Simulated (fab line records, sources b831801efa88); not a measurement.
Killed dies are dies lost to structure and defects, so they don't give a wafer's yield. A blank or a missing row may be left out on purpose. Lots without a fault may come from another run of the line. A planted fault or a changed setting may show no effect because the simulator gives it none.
fab line records | flow sfq_line
record lots=5 wafers=15 last_day=75
route steps=325 shown I1@77 M2@88 I2@103 M3@118 M8@325
lots that met no fault: from a run of the same line without faults
start_h: hours from the record's first day to the start of the lot's first wafer shown | wait_h: hours since the lot's step before | " the same as in the row above | L1.1+2: a row that stands for several wafers | - no value, or no start given | * or withheld: withheld | < > ~ a bound
route shown NAME@n: a module of which the file shows steps, and the number in the route of the first | usual: mean/standard deviation of fault-free wafers | same: alike in all rows | chamber/n: place in a boat | sites: the reading at each site | _std_site: their standard deviation | _edge_site: outer sites' mean less inner sites' | radius_mm: how far each site lies from the wafer's centre | mask NAME#n: copy n | behind: the tool/chamber that last shaped the wafer | hold: why the lot was held/for how many hours/how that ended | device: the transistor (n, p or np) that didn't switch | end of line: the same wafers' tests at the end of the route | a step without rows: its recipe alone | killed: dies lost to structure and defects at the first sort, not the wafer's yield | map: a wafer's dies, x killed, . not, _ none there
set.NAME: the setting as run; set.NAME@STEP: as run at that earlier step | model.NAME: the simulator's own value behind a step, which no gauge read
lots at some steps of the route; a table a step, a row a wafer
services: from which hour (start_h, from the record's first day; less than 0 if before it) a tool's chamber was out of use, for how many hours, and why
## steps
# step SFQ_TRILAYER_I1_VIA_LITHO_COAT_054
# recipe resist=BARC spin_rpm=3000 resist_thk_nm=62
# step SFQ_TRILAYER_I1_VIA_LITHO_COAT_049
# recipe resist=KrF spin_rpm=3000 resist_thk_nm=650
# step SFQ_TRILAYER_I1_VIA_LITHO_SOFTBAKE_053
# recipe temp_c=withheld time_s=withheld resist=KrF
# step SFQ_TRILAYER_I1_VIA_LITHO_EXPOSE_050
# recipe mask_id=I1 na=0.6 source_shape=conventional sigma_outer=0.65 target_cd_nm=500 dose_mj=21.3
# step SFQ_TRILAYER_I1_VIA_LITHO_PEB_052
# recipe peb_temp_c=115 peb_time_s=60 resist=KrF
# step SFQ_TRILAYER_I1_VIA_LITHO_DEVELOP_051
# recipe time_s=60 resist=KrF
# step SFQ_I1_OVL_MEAS_913
# usual I1_OVL=1/6.5
# columns lot.wafer tool chamber start_h wait_h I1_OVL[nm]
L337.2 overlay-01 - 409.26 0.1 1
L337.4 " - " " -6
L337.5 " - " " 0
L342.4 overlay-01 - 443.62 0.1 10
L342.5 " - " " -2
L342.6 " - " " 10
L351.2 overlay-01 - 542.35 0.1 6
L351.4 " - " " 10
L351.6 " - " " 7
L354.2 overlay-01 - 570.95 0.1 -3
L354.4 " - " " -4
L354.5 " - " " 2
L357.4 overlay-01 - 612.05 0.1 0
L357.5 " - " " 1
L357.6 " - " " 1
# step SFQ_TRILAYER_I1_VIA_BARC_OPEN_VIA_ETCH_071
# recipe mask_material=PR chemistry=O2 target_depth_nm=125 target=BARC source_w=500 bias_w=80 pressure_mtorr=30 time_s=41.7
# usual drypump_motor_current_A=5.5/0.36 oes_product_au=0.686/0.0048
# columns lot.wafer tool chamber start_h wait_h drypump_motor_current_A oes_product_au rf_hours_counter_h
L337.2 rie_diel-04 0 409.29 0.0 4.9 0.691 2
L337.4 " 2 " " 5.3 0.682 -
L337.5 " 0 " " 4.9 0.686 -
L342.4 rie_diel-03 0 443.64 0.0 6.0 0.686 73
L342.5 " 2 " " 5.5 0.677 -
L342.6 " 3 " " 6.2 0.683 -
L351.2 rie_diel-01 1 542.38 0.0 5.1 0.684 35
L351.4 " 2 " " 5.6 0.688 8
L351.6 " 0 " " 5.2 0.680 -
L354.2 rie_diel-04 1 570.98 0.0 5.8 0.684 78
L354.4 " 0 " " 5.0 0.688 6
L354.5 " 2 " " 5.3 0.685 -
L357.4 rie_diel-01 1 612.06 0.0 5.2 0.696 37
L357.5 " 3 " " 5.4 0.686 -
L357.6 " 0 " " 5.2 0.679 -
# step SFQ_TRILAYER_I1_VIA_ETCH_VIA_ETCH_052
# recipe target=SiO2 stop_on=Nb mask_material=PR taper_deg=20 chemistry=CHF3 target_depth_nm=260 source_w=500 bias_w=80 pressure_mtorr=30 time_s=withheld
# step SFQ_TRILAYER_I1_VIA_STRIP_STRIP_053
# recipe gas=O2 power_w=200 platen_temp_c=40 overash_fraction=0.65 chemistry=O2 pressure_mtorr=50
# step SFQ_TRILAYER_I1_VIA_STRIP_SOLV_CLEAN_054
# recipe chemistry=NMP temp_c=70 time_s=600
# step SFQ_TRILAYER_M2_DEP_PRE_CLEAN_056
# recipe gas=Ar time_s=22.5 bias_v=250
# step SFQ_TRILAYER_M2_DEP_SPUTTER_055
# recipe material=Nb base_pressure_pa=1.33e-06 chamber_pressure_pa=0.1333 substrate_temp_c=20 resputter_cathode_voltage_v=400 target_thk_nm=200 power_w=2000 time_s=133.3
# usual resputter_cathode_voltage_v=400/4.2 throttle_valve_pct=30.7/0.86
# columns lot.wafer tool chamber start_h wait_h resputter_cathode_voltage_v throttle_valve_pct model.Nb_of_TRILAYER_M2_DEP_SPUTTER_055.thk_nm
L337.2 pvd_sputter-04 - 410.25 0.0 401 29.6 198.6
L337.4 " - " " 399 30.0 200.9
L337.5 " - " " 399 30.0 202.4
L342.4 pvd_sputter-05 - 444.60 0.0 393 29.9 199.8
L342.5 " - " " 402 30.8 200.7
L342.6 " - " " 395 30.1 200.6
L351.2 pvd_sputter-06 - 543.33 0.0 402 31.2 202.9
L351.4 " - " " 397 30.8 202.4
L351.6 " - " " 401 32.5 200.5
L354.2 pvd_sputter-04 - 571.93 0.0 399 30.9 296.4
L354.4 " - " " 409 30.3 199
L354.5 " - " " 397 30.7 297.1
L357.4 pvd_sputter-06 - 613.22 0.0 401 31.0 204.3
L357.5 " - " " 411 32.1 203.1
L357.6 " - " " 409 31.2 202.8
# step SFQ_M2_RS_MEAS_914
# recipe thk_meas_gauge=four-point-probe reads=Nb_of_TRILAYER_M2_DEP_SPUTTER_055
# usual M2_NB_RS=0.889/0.0093
# columns lot.wafer tool chamber start_h wait_h M2_NB_RS[ohm/sq]
L337.2 film_metro-03 - 410.36 0.1 0.895
L337.4 " - " " 0.884
L337.5 " - " " 0.877
L342.4 film_metro-03 - 444.75 0.1 0.888
L342.5 " - " " 0.886
L342.6 " - " " 0.886
L351.2 film_metro-02 - 543.44 0.1 0.874
L351.4 " - " " 0.878
L351.6 " - " " 0.887
L354.2 film_metro-01 - 572.04 0.1 0.598
L354.4 " - " " 0.893
L354.5 " - " " 0.596
L357.4 film_metro-01 - 613.37 0.1 0.869
L357.5 " - " " 0.876
L357.6 " - " " 0.876
# step SFQ_TRILAYER_M2_LITHO_COAT_062
# recipe resist=BARC spin_rpm=3000 resist_thk_nm=62
# step SFQ_TRILAYER_M2_LITHO_COAT_057
# recipe resist=KrF spin_rpm=3000 resist_thk_nm=600
# step SFQ_TRILAYER_M2_LITHO_SOFTBAKE_061
# recipe temp_c=withheld time_s=withheld resist=KrF
# step SFQ_TRILAYER_M2_LITHO_EXPOSE_058
# recipe mask_id=M2 na=0.6 source_shape=conventional sigma_outer=0.65 target_cd_nm=500 dose_mj=14.4
# step SFQ_TRILAYER_M2_LITHO_PEB_060
# recipe peb_temp_c=115 peb_time_s=60 resist=KrF
# step SFQ_TRILAYER_M2_LITHO_DEVELOP_059
# recipe time_s=60 resist=KrF
# step SFQ_M2_OVL_MEAS_916
# usual M2_OVL=-3/6.9
# columns lot.wafer tool chamber start_h wait_h M2_OVL[nm]
L337.2 overlay-02 - 502.41 0.1 -8
L337.4 " - " " 3
L337.5 " - " " 3
L342.4 overlay-01 - 545.96 0.1 6
L342.5 " - " " 4
L342.6 " - " " 2
L351.2 overlay-01 - 648.60 0.1 -7
L351.4 " - " " -8
L351.6 " - " " 0
L354.2 overlay-01 - 675.00 0.1 -1
L354.4 " - " " -2
L354.5 " - " " -11
L357.4 overlay-02 - 720.16 0.1 -1
L357.5 " - " " -8
L357.6 " - " " -1
# step SFQ_TRILAYER_M2_BARC_OPEN_METAL_ETCH_077
# recipe mask_material=PR chemistry=O2 target_depth_nm=125 target=BARC icp_w=600 bias_w=80 pressure_mtorr=10 time_s=41.7
# step SFQ_TRILAYER_M2_ETCH_METAL_ETCH_060
# recipe target=Nb stop_on=SiO2 mask_material=PR chemistry=Cl2/Ar target_depth_nm=240 icp_w=600 bias_w=80 pressure_mtorr=10 time_s=120
# usual drypump_motor_current_A=5.84/0.28 oes_product_au=0.893/0.0068
# columns lot.wafer tool chamber start_h wait_h drypump_motor_current_A oes_product_au rf_hours_counter_h
L337.2 rie_metal-04 0 502.50 0.0 6.41 0.889 29
L337.4 " 0 " " 6.39 0.897 -
L337.5 " 0 " " 6.40 0.895 -
L342.4 rie_metal-04 1 546.22 0.2 5.37 0.893 -
L342.5 " 1 " " 5.35 0.898 -
L342.6 " 1 " " 5.39 0.891 -
L351.2 rie_metal-03 0 648.68 0.0 5.86 0.905 165
L351.4 " 0 " " 5.87 0.900 -
L351.6 " 1 " " 5.95 0.896 -
L354.2 rie_metal-01 1 675.08 0.0 5.85 0.983 102
L354.4 " 1 " " 5.84 0.885 -
L354.5 " 0 " " 5.77 1.001 -
L357.4 rie_metal-04 1 720.28 0.1 5.41 0.900 -
L357.5 " 0 " " 6.40 0.910 -
L357.6 " 1 " " 5.45 0.898 -
# step SFQ_TRILAYER_M2_STRIP_STRIP_061
# recipe gas=O2 power_w=200 platen_temp_c=40 overash_fraction=0.65 chemistry=O2 pressure_mtorr=50
# usual drypump_motor_current_A=5.85/0.28 oes_product_au=0.997/0.01
# columns lot.wafer tool chamber start_h wait_h drypump_motor_current_A oes_product_au rf_hours_counter_h
L337.2 rie_metal-04 0 502.63 0.1 6.36 0.987 29
L337.4 " 0 " " 6.37 0.999 -
L337.5 " 0 " " 6.36 0.993 -
L342.4 rie_metal-04 1 546.94 0.7 5.42 0.989 -
L342.5 " 1 " " 5.45 0.989 -
L342.6 " 1 " " 5.38 0.993 -
L351.2 rie_metal-03 0 648.81 0.1 5.81 0.996 165
L351.4 " 0 " " 5.80 1.013 -
L351.6 " 1 " " 5.97 0.988 -
L354.2 rie_metal-01 1 675.21 0.1 5.88 0.972 102
L354.4 " 1 " " 5.88 0.982 -
L354.5 " 0 " " 5.78 0.983 -
L357.4 rie_metal-04 1 720.56 0.2 5.38 0.986 -
L357.5 " 0 " " 6.40 0.993 -
L357.6 " 1 " " 5.43 0.985 -
# step SFQ_TRILAYER_M2_STRIP_SOLV_CLEAN_062
# recipe chemistry=NMP temp_c=70 time_s=600
# step SFQ_TRILAYER_I2_DEP_PECVD_063
# recipe material=SiO2 temp_c=150 time_s=111.11 pressure_torr=2.4 rf_w=183.3 precursor=SiH4/N2O target_thk_nm=500
# usual heater_power_outer_w=33/9.7 heater_power_w=86/16 showerhead_vpp_V=808/58 throttle_valve_pct=24.5/1.3
# columns lot.wafer tool chamber start_h wait_h heater_power_outer_w heater_power_w showerhead_vpp_V throttle_valve_pct
L337.2 pecvd-02 2 503.40 0.0 46 117 716 26.2
L337.4 " 1 " " 28 81 867 24.8
L337.5 " 2 " " 48 120 701 26.4
L342.4 pecvd-01 2 547.76 0.0 29 76 797 25.3
L342.5 " 0 " " 26 71 880 26.3
L342.6 " 1 " " 35 86 818 24.5
L351.2 pecvd-01 0 649.58 0.0 32 78 871 26.5
L351.4 " 2 " " 25 71 792 25.3
L351.6 " 0 " " 34 78 895 26.1
L354.2 pecvd-02 1 675.98 0.0 19 73 882 24.0
L354.4 " 2 " " 54 127 703 24.0
L354.5 " 1 " " 22 76 883 23.9
L357.4 pecvd-01 2 721.17 0.0 18 64 803 25.4
L357.5 " 1 " " 35 83 818 24.9
L357.6 " 0 " " 30 76 877 26.4
# step SFQ_TRILAYER_I2_CMP_CMP_064
# recipe material=SiO2 down_force_psi=3 platen_rpm=60 pad_velocity_m_s=0.94248
# step SFQ_I2_BOW_MEAS_917
# recipe mode=bow
# usual I2_BOW=1/7.9
# columns lot.wafer tool chamber start_h wait_h I2_BOW[um]
L337.2 film_metro-04 - 510.04 2.0 -7
L337.4 " - " " -5
L337.5 " - " " -13
L342.4 film_metro-03 - 552.60 1.6 -4
L342.5 " - " " 5
L342.6 " - " " 9
L351.2 film_metro-02 - 669.34 2.0 12
L351.4 " - " " 9
L351.6 " - " " 10
L354.2 film_metro-03 - 697.35 2.0 6
L354.4 " - " " -2
L354.5 " - " " 11
L357.4 film_metro-04 - 744.25 2.1 -3
L357.5 " - " " 13
L357.6 " - " " 4
# step SFQ_TRILAYER_I2_METRO_MEASURE_065
# step SFQ_TRILAYER_I2_VIA_LITHO_COAT_072
# recipe resist=BARC spin_rpm=3000 resist_thk_nm=62
# step SFQ_TRILAYER_I2_VIA_LITHO_COAT_067
# recipe resist=KrF spin_rpm=3000 resist_thk_nm=650
# step SFQ_TRILAYER_I2_VIA_LITHO_SOFTBAKE_071
# recipe temp_c=withheld time_s=withheld resist=KrF
# step SFQ_TRILAYER_I2_VIA_LITHO_EXPOSE_068
# recipe mask_id=I2 na=0.6 source_shape=conventional sigma_outer=0.65 target_cd_nm=500 dose_mj=21.3
# step SFQ_TRILAYER_I2_VIA_LITHO_PEB_070
# recipe peb_temp_c=115 peb_time_s=60 resist=KrF
# step SFQ_TRILAYER_I2_VIA_LITHO_DEVELOP_069
# recipe time_s=60 resist=KrF
# step SFQ_I2_OVL_MEAS_918
# usual I2_OVL=2/5.8
# columns lot.wafer tool chamber start_h wait_h I2_OVL[nm]
L337.2 overlay-01 - 619.80 0.1 6
L337.4 " - " " 12
L337.5 " - " " 7
L342.4 overlay-01 - 657.01 0.1 -9
L342.5 " - " " -4
L342.6 " - " " -9
L351.2 overlay-01 - 780.79 0.1 -1
L351.4 " - " " 3
L351.6 " - " " -1
L354.2 overlay-02 - 809.59 0.1 4
L354.4 " - " " 4
L354.5 " - " " 10
L357.4 overlay-01 - 846.81 0.1 2
L357.5 " - " " 6
L357.6 " - " " 2
# step SFQ_TRILAYER_I2_VIA_BARC_OPEN_VIA_ETCH_096
# recipe mask_material=PR chemistry=O2 target_depth_nm=125 target=BARC source_w=500 bias_w=80 pressure_mtorr=30 time_s=41.7
# usual drypump_motor_current_A=5.5/0.39 oes_product_au=0.685/0.005
# columns lot.wafer tool chamber start_h wait_h drypump_motor_current_A oes_product_au rf_hours_counter_h
L337.2 rie_diel-04 3 619.83 0.0 4.9 0.699 2
L337.4 " 1 " " 5.8 0.680 79
L337.5 " 2 " " 5.3 0.693 -
L342.4 rie_diel-03 1 657.05 0.0 5.4 0.681 -
L342.5 " 3 " " 6.2 0.685 -
L342.6 " 2 " " 5.5 0.689 -
L351.2 rie_diel-02 2 780.82 0.0 6.0 0.688 7
L351.4 " 0 " " 5.8 0.687 1
L351.6 " 0 " " 5.8 0.685 -
L354.2 rie_diel-04 2 809.62 0.0 5.4 0.684 30
L354.4 " 1 " " 5.8 0.690 4
L354.5 " 3 " " 4.9 0.688 -
L357.4 rie_diel-04 2 846.84 0.0 5.4 0.680 -
L357.5 " 3 " " 4.9 0.684 -
L357.6 " 1 " " 5.8 0.683 -
# step SFQ_TRILAYER_I2_VIA_ETCH_VIA_ETCH_070
# recipe target=SiO2 stop_on=Nb mask_material=PR taper_deg=20 chemistry=CHF3 target_depth_nm=260 source_w=500 bias_w=80 pressure_mtorr=30 time_s=withheld
# step SFQ_TRILAYER_I2_VIA_STRIP_STRIP_071
# recipe gas=O2 power_w=200 platen_temp_c=40 overash_fraction=0.65 chemistry=O2 pressure_mtorr=50
# usual drypump_motor_current_A=5.9/0.34 oes_product_au=0.996/0.0092
# columns lot.wafer tool chamber start_h wait_h drypump_motor_current_A oes_product_au rf_hours_counter_h
L337.2 rie_metal-02 1 619.98 - 6.2 1.008 50
L337.4 " 1 " " 6.2 0.999 -
L337.5 " 0 " " 5.6 0.994 -
L342.4 rie_metal-01 0 657.38 - 5.8 0.985 -
L342.5 " 0 " " 5.8 0.981 -
L342.6 " 1 " " 5.8 0.976 -
L351.2 rie_metal-01 1 780.98 - 5.9 0.979 118
L351.4 " 0 " " 5.8 0.995 -
L351.6 " 0 " " 5.8 1.012 -
L354.2 rie_metal-02 0 809.78 - 5.6 0.994 113
L354.4 " 0 " " 5.6 0.993 -
L354.5 " 1 " " 6.3 1.007 -
L357.4 rie_metal-04 1 847.18 - 5.5 0.998 -
L357.5 " 1 " " 5.4 1.003 -
L357.6 " 0 " " 6.4 1.014 -
# step SFQ_TRILAYER_I2_VIA_STRIP_SOLV_CLEAN_072
# recipe chemistry=NMP temp_c=70 time_s=600
# step SFQ_TRILAYER_M3_DEP_PRE_CLEAN_074
# recipe gas=Ar time_s=22.5 bias_v=250
# step SFQ_M8_BOW_MEAS_951
# recipe mode=bow
# usual M8_BOW=9/9.8
# columns lot.wafer tool chamber start_h wait_h M8_BOW[um] model.etest.m2.comb_log10_ohm model.etest.m2.ohm_sq
L337.2 film_metro-04 - 1722.26 0.0 -8 12 0.8945
L337.4 " - " " -6 12 0.8843
L337.5 " - " " -15 12 0.8778
L342.4 film_metro-03 - 1731.96 0.1 5 12 0.8895
L342.5 " - " " 14 12 0.8854
L342.6 " - " " 19 12 0.886
L351.2 film_metro-02 - 1752.04 0.0 23 12 0.8757
L351.4 " - " " 18 12 0.8779
L351.6 " - " " 19 12 0.8864
L354.2 film_metro-02 - 1764.79 0.0 20 0 0.5994
L354.4 " - " " 13 12 0.8931
L354.5 " - " " 25 0 0.5981
L357.4 film_metro-04 - 1809.51 0.1 -4 12 0.8697
L357.5 " - " " 12 12 0.875
L357.6 " - " " 4 12 0.8761
## services
# columns tool chamber start_h hours kind
rie_metal-04 - 422.13 2.8 pm
rie_diel-04 0 429.14 8.5 repair
rie_metal-01 0 433.15 4.7 repair
rie_metal-01 - 440.11 0.6 repair
rie_metal-01 - 447.64 0.7 repair
rie_diel-04 1 480.14 13.5 repair
rie_diel-04 - 500.39 1.0 repair
rie_metal-04 0 521.61 29.2 repair
rie_metal-04 - 525.75 1.4 pm
rie_diel-04 2 544.58 2.9 repair
pecvd-01 1 571.39 7.0 repair
rie_metal-01 - 621.76 5.8 repair
rie_diel-04 3 622.18 107.6 repair
rie_diel-04 - 653.88 0.6 repair
rie_diel-04 0 692.51 5.2 repair
pecvd-01 0 721.97 21.3 repair
rie_metal-04 1 756.50 11.4 repair
rie_metal-01 - 768.60 1.4 pm
rie_metal-04 - 768.89 1.1 repair
rie_diel-04 0 772.96 9.5 repair
rie_diel-04 2 803.85 3.6 repair
rie_metal-01 - 825.22 0.3 repair
rie_diel-04 0 836.30 12.3 repair
rie_metal-01 1 837.49 19.2 repair
## key
first_sign step=SFQ_M2_RS_MEAS_914 reading=M2_NB_RS direction=down sigmas=31 usual=0.889 struck=0.597
effect step=SFQ_TRILAYER_M2_ETCH_METAL_ETCH_060 reading=oes_product_au direction=up sigmas=15 usual=0.893 struck=0.992
model_effect step=SFQ_TRILAYER_M2_DEP_SPUTTER_055 value=Nb_of_TRILAYER_M2_DEP_SPUTTER_055.thk_nm without=198.3 struck=296.8
model_effect step=SFQ_M8_BOW_MEAS_951 value=etest.m2.comb_log10_ohm without=12 struck=0
met_at SFQ_TRILAYER_M2_DEP_SPUTTER_055
struck_wafers L354.2,L354.5
fault kind=process_parameter_drift tool=pvd_sputter-04 chamber=- onset_h=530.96 steps=SFQ_TRILAYER_M2_DEP_SPUTTER_055 channel=target_thk_nm offset=98.479 shape=step end_h=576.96 acts_in=these_recipes_only stated=200 scope=struck_wafers_only
